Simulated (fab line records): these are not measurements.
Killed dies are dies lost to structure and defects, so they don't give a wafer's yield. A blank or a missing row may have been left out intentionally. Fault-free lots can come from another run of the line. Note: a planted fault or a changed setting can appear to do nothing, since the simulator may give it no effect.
The tool behind it: which one? + flow sky130 + 7 lots (21 wafers sampled), 1 step of a 708-step route

== WHAT EACH GAUGE READ, for each wafer ==
SKY_GATE_OXIDE_OVL_MEAS_10.
| lot  | measured     | on         | GATE_OXIDE_OVL (nm) |
|------|--------------|------------|---------------------|
| L810 | day 14 08:20 | overlay-02 | -1.4 -0.8 -1.0      |
| L814 | day 14 19:59 | overlay-02 | -3.0 -1.9 -0.3      |
| L817 | day 16 09:56 | overlay-02 | 3.6 0.6 1.5         |
| L819 | day 17 12:13 | overlay-02 | 0.8 -1.3 0.6        |
| L826 | day 19 12:00 | overlay-01 | -0.9 2.0 -0.3       |
| L830 | day 20 20:43 | overlay-01 | -0.9 1.0 -1.2       |
| L833 | day 21 20:49 | overlay-01 | 2.1 1.0 0.7         |

== EACH LOT AND THE TOOL THAT RAN IT (in order: tool; ch and the chambers of the sampled wafers; start) ==
The record holds no process step before these readings.

== THE ANSWER, worked out from the rows above alone ==
Rule: the lots themselves supply what counts as usual. Put in order of their means at a reading, lots are off if they are a third of the lots or fewer, leave a main group of 4 or more, and stand apart from it by a gap of 3 or more times the standard deviation of the main group's means; of several such gaps the widest counts. A main group is skipped when, at the precision printed for the reading in the tables above, its means are all equal. Also off: a lot with no number at a reading for which 4 or more lots have one. Any other lot the step has rows for is counted as sound.
None of the lots is off at any reading shown; this tells nothing.

== WHAT HAD BEEN PUT IN BY THE SIMULATOR ==
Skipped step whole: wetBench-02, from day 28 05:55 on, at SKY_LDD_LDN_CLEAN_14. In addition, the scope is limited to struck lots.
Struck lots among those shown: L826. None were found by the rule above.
